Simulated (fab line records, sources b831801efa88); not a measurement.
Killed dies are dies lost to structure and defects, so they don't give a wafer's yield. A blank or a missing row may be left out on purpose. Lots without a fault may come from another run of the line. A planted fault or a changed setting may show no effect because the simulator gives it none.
fab line records | flow gf180mcu
record lots=14 wafers=42 last_day=33
route steps=602 shown STI@29 M1@318 M2@363
lots that met no fault: from a run of the same line without faults
start_h: hours from the record's first day to the start of the lot's first wafer shown | wait_h: hours since the lot's step before | " the same as in the row above | L1.1+2: a row that stands for several wafers | - no value, or no start given | * or withheld: withheld | < > ~ a bound
route shown NAME@n: a module of which the file shows steps, and the number in the route of the first | usual: mean/standard deviation of fault-free wafers | same: alike in all rows | chamber/n: place in a boat | sites: the reading at each site | _std_site: their standard deviation | _edge_site: outer sites' mean less inner sites' | radius_mm: how far each site lies from the wafer's centre | mask NAME#n: copy n | behind: the tool/chamber that last shaped the wafer | hold: why the lot was held/for how many hours/how that ended | device: the transistor (n, p or np) that didn't switch | end of line: the same wafers' tests at the end of the route | a step without rows: its recipe alone | killed: dies lost to structure and defects at the first sort, not the wafer's yield | map: a wafer's dies, x killed, . not, _ none there
set.NAME: the setting as run; set.NAME@STEP: as run at that earlier step | model.NAME: the simulator's own value behind a step, which no gauge read
steps of the route over a sample of lots; a table a step, a row a wafer
services: from which hour (start_h, from the record's first day; less than 0 if before it) a tool's chamber was out of use, for how many hours, and why
## steps
# step GF_STI_WET_ETCH_28
# recipe chemistry=dHF target_depth_nm=20 dry=ipa_marangoni target=SiO2 temp_c=25 dilution=10:1 time_s=40
# usual run_length_s=68.2/2.7
# columns lot.wafer tool chamber start_h wait_h run_length_s
L504.4 wet_bench-03 2 44.68 0.0 65.8
L504.5 " 2 " " 65.8
L504.6 " 2 " " 65.8
L503.3 wet_bench-04 0 44.87 0.0 72.8
L503.4 " 0 " " 72.8
L503.6 " 0 " " 72.8
L505.1 wet_bench-03 0 50.03 0.0 65.8
L505.2 " 0 " " 65.8
L505.4 " 0 " " 65.8
L506.2 wet_bench-02 1 56.76 0.0 72.5
L506.4 " 1 " " 72.5
L506.6 " 1 " " 72.5
L508.1 wet_bench-04 0 69.09 0.0 67.5
L508.2 " 0 " " 67.5
L508.4 " 0 " " 67.5
L510.1 wet_bench-03 1 80.42 0.0 67.3
L510.5 " 1 " " 67.3
L510.6 " 1 " " 67.3
L511.1 wet_bench-03 0 81.12 0.0 66.2
L511.2 " 0 " " 66.2
L511.5 " 0 " " 66.2
L512.1 wet_bench-02 1 85.43 0.0 72.2
L512.5 " 1 " " 72.2
L512.6 " 1 " " 72.2
L513.1 wet_bench-04 0 90.43 0.0 66.4
L513.4 " 0 " " 66.4
L513.5 " 0 " " 66.4
L514.1 wet_bench-04 2 97.14 0.0 67.9
L514.3 " 2 " " 67.9
L514.6 " 2 " " 67.9
L515.1 wet_bench-04 0 101.63 0.0 57.6
L515.3 " 0 " " 57.6
L515.4 " 0 " " 57.6
L516.1 wet_bench-04 2 105.40 0.0 58.6
L516.3 " 2 " " 58.6
L516.6 " 2 " " 58.6
L517.1 wet_bench-04 2 111.25 0.0 57.8
L517.3 " 2 " " 57.8
L517.5 " 2 " " 57.8
L521.1 wet_bench-03 2 131.45 0.0 66.3
L521.2 " 2 " " 66.3
L521.6 " 2 " " 66.3
# step GF_M1_SPUTTER_03
# recipe material=Ti target_thk_nm=10 substrate_temp_c=300 chamber_pressure_pa=0.3 power_w=3000 time_s=6.7
# usual substrate_temp_c=300.04/0.19 throttle_valve_pct=30.3/1.1
# columns lot.wafer tool chamber start_h wait_h substrate_temp_c throttle_valve_pct
L504.4 pvd_sputter-02 - 396.42 0.0 300.14 29.8
L504.5 " - " " 300.01 29.8
L504.6 " - " " 299.82 28.3
L503.3 pvd_sputter-04 - 399.43 0.0 300.08 28.8
L503.4 " - " " 300.30 30.5
L503.6 " - " " 300.30 31.2
L505.1 pvd_sputter-01 - 407.43 0.0 300.17 30.0
L505.2 " - " " 299.78 30.5
L505.4 " - " " 299.91 31.6
L506.2 pvd_sputter-01 - 417.85 0.0 300.36 30.7
L506.4 " - " " 299.98 31.7
L506.6 " - " " 299.73 29.1
L508.1 pvd_sputter-04 - 433.31 0.0 299.98 30.9
L508.2 " - " " 300.05 30.6
L508.4 " - " " 299.87 28.6
L510.1 pvd_sputter-01 - 455.10 0.0 299.74 29.2
L510.5 " - " " 299.99 30.6
L510.6 " - " " 300.09 29.8
L511.1 pvd_sputter-04 - 456.65 0.0 300.22 31.5
L511.2 " - " " 300.06 30.6
L511.5 " - " " 299.96 28.9
L512.1 pvd_sputter-01 - 467.06 0.0 300.14 30.5
L512.5 " - " " 300.00 31.4
L512.6 " - " " 299.87 30.1
L513.1 pvd_sputter-01 - 469.91 0.0 299.81 30.2
L513.4 " - " " 300.02 30.1
L513.5 " - " " 299.77 31.8
L514.1 pvd_sputter-02 - 478.37 0.0 299.96 31.8
L514.3 " - " " 300.05 30.3
L514.6 " - " " 299.99 30.3
L515.1 pvd_sputter-02 - 487.05 0.0 300.21 32.1
L515.3 " - " " 299.83 30.0
L515.4 " - " " 299.96 28.5
L516.1 pvd_sputter-02 - 496.61 0.0 300.06 29.7
L516.3 " - " " 300.16 29.8
L516.6 " - " " 300.03 29.8
L517.1 pvd_sputter-04 - 503.44 0.0 300.02 28.8
L517.3 " - " " 299.74 30.2
L517.5 " - " " 300.04 30.6
L521.1 pvd_sputter-04 - 540.55 0.0 300.08 28.5
L521.2 " - " " 299.61 31.1
L521.6 " - " " 299.80 28.9
# step GF_M2_SPUTTER_01
# recipe material=TiN target_thk_nm=30 power_w=6500 time_s=25 chamber_pressure_pa=0.4
# usual throttle_valve_pct=30.2/1.1
# columns lot.wafer tool chamber start_h wait_h throttle_valve_pct
L504.4 pvd_sputter-01 - 446.79 0.1 29.2
L504.5 " - " " 31.5
L504.6 " - " " 29.3
L503.3 pvd_sputter-01 - 450.96 0.1 29.9
L503.4 " - " " 30.6
L503.6 " - " " 31.6
L505.1 pvd_sputter-03 - 457.98 0.1 28.2
L505.2 " - " " 29.2
L505.4 " - " " 30.3
L506.2 pvd_sputter-01 - 469.12 0.1 29.9
L506.4 " - " " 30.5
L506.6 " - " " 30.8
L508.1 pvd_sputter-01 - 484.95 0.1 30.4
L508.2 " - " " 30.5
L508.4 " - " " 29.3
L510.1 pvd_sputter-02 - 505.88 0.1 31.9
L510.5 " - " " 31.5
L510.6 " - " " 30.1
L511.1 pvd_sputter-02 - 507.75 0.1 28.1
L511.2 " - " " 31.9
L511.5 " - " " 29.6
L512.1 pvd_sputter-02 - 517.45 0.1 32.0
L512.5 " - " " 30.0
L512.6 " - " " 28.3
L513.1 pvd_sputter-03 - 520.22 0.1 29.5
L513.4 " - " " 30.8
L513.5 " - " " 30.7
L514.1 pvd_sputter-02 - 528.27 0.1 29.7
L514.3 " - " " 30.1
L514.6 " - " " 31.8
L515.1 pvd_sputter-01 - 536.38 0.1 30.6
L515.3 " - " " 30.0
L515.4 " - " " 30.6
L516.1 pvd_sputter-02 - 546.20 0.1 28.4
L516.3 " - " " 29.7
L516.6 " - " " 28.6
L517.1 pvd_sputter-02 - 552.18 0.1 28.7
L517.3 " - " " 30.0
L517.5 " - " " 28.4
L521.1 pvd_sputter-02 - 587.20 0.1 28.5
L521.2 " - " " 31.8
L521.6 " - " " 32.0
# step GF_M2_SPUTTER_04
# recipe material=TiN target_thk_nm=50 power_w=6500 time_s=41.7 chamber_pressure_pa=0.4
# usual throttle_valve_pct=30.1/1.1
# columns lot.wafer tool chamber start_h wait_h throttle_valve_pct
L504.4 pvd_sputter-01 - 446.87 0.0 29.1
L504.5 " - " " 31.9
L504.6 " - " " 29.1
L503.3 pvd_sputter-01 - 451.04 0.0 29.9
L503.4 " - " " 30.3
L503.6 " - " " 31.5
L505.1 pvd_sputter-03 - 458.06 0.0 28.3
L505.2 " - " " 29.3
L505.4 " - " " 29.9
L506.2 pvd_sputter-01 - 469.20 0.0 30.1
L506.4 " - " " 30.4
L506.6 " - " " 30.5
L508.1 pvd_sputter-01 - 485.03 0.0 30.6
L508.2 " - " " 30.1
L508.4 " - " " 29.2
L510.1 pvd_sputter-02 - 505.96 0.0 32.0
L510.5 " - " " 32.0
L510.6 " - " " 29.7
L511.1 pvd_sputter-02 - 507.83 0.0 28.6
L511.2 " - " " 32.0
L511.5 " - " " 29.6
L512.1 pvd_sputter-02 - 517.53 0.0 31.9
L512.5 " - " " 30.0
L512.6 " - " " 28.4
L513.1 pvd_sputter-03 - 520.30 0.0 29.0
L513.4 " - " " 30.9
L513.5 " - " " 30.9
L514.1 pvd_sputter-02 - 528.35 0.0 29.8
L514.3 " - " " 30.3
L514.6 " - " " 31.7
L515.1 pvd_sputter-01 - 536.46 0.0 30.8
L515.3 " - " " 29.9
L515.4 " - " " 30.6
L516.1 pvd_sputter-02 - 546.28 0.0 28.3
L516.3 " - " " 30.0
L516.6 " - " " 28.5
L517.1 pvd_sputter-02 - 552.26 0.0 28.5
L517.3 " - " " 29.9
L517.5 " - " " 28.3
L521.1 pvd_sputter-02 - 587.28 0.0 28.5
L521.2 " - " " 31.8
L521.6 " - " " 32.0
## services
# columns tool chamber start_h hours kind
pvd_sputter-01 - 65.44 3.7 repair
pvd_sputter-04 - 94.46 1.7 repair
pvd_sputter-02 - 101.26 11.3 repair
pvd_sputter-04 - 174.30 1.0 repair
pvd_sputter-01 - 204.72 0.6 repair
pvd_sputter-02 - 257.32 4.0 repair
pvd_sputter-03 - 257.34 64.5 repair
wet_bench-03 - 338.81 1.9 pm
pvd_sputter-01 - 352.90 1.6 repair
wet_bench-04 - 375.03 4.9 repair
pvd_sputter-04 - 378.20 1.8 repair
wet_bench-04 - 386.12 4.6 repair
wet_bench-04 - 429.89 2.4 repair
pvd_sputter-04 - 431.44 1.6 repair
pvd_sputter-04 - 436.77 1.8 repair
pvd_sputter-02 - 445.71 32.1 repair
pvd_sputter-02 - 473.24 0.8 repair
pvd_sputter-02 - 479.52 6.8 repair
pvd_sputter-03 - 507.62 8.4 repair
pvd_sputter-02 - 530.37 2.5 repair
pvd_sputter-01 - 539.85 2.2 repair
pvd_sputter-04 - 540.96 4.4 repair
pvd_sputter-02 - 561.33 5.5 repair
wet_bench-03 - 578.09 2.0 repair
## key
first_sign step=GF_STI_WET_ETCH_28 reading=run_length_s direction=down sigmas=3.8 usual=* struck=*
effect none on later readings
met_at GF_STI_WET_ETCH_28
struck_lots L515,L516,L517
tester_left_out L515,L516,L517
not_acting_at GF_M1_SPUTTER_03,GF_M2_SPUTTER_01,GF_M2_SPUTTER_04
onset_between 97.14 101.63
fault kind=process_parameter_drift tool=wet_bench-04 chamber=- onset_h=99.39 steps=GF_STI_WET_ETCH_28 channel=time_s offset=* shape=step end_h=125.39 acts_in=* stated=*
# tester_left_out: of these lots the tester's yield and bins aren't shown, on N5 and GAA mostly nor the transistor test; their killed dies are dies lost to structure and defects alone, not to doping, threshold or leakage, so they don't give the yield
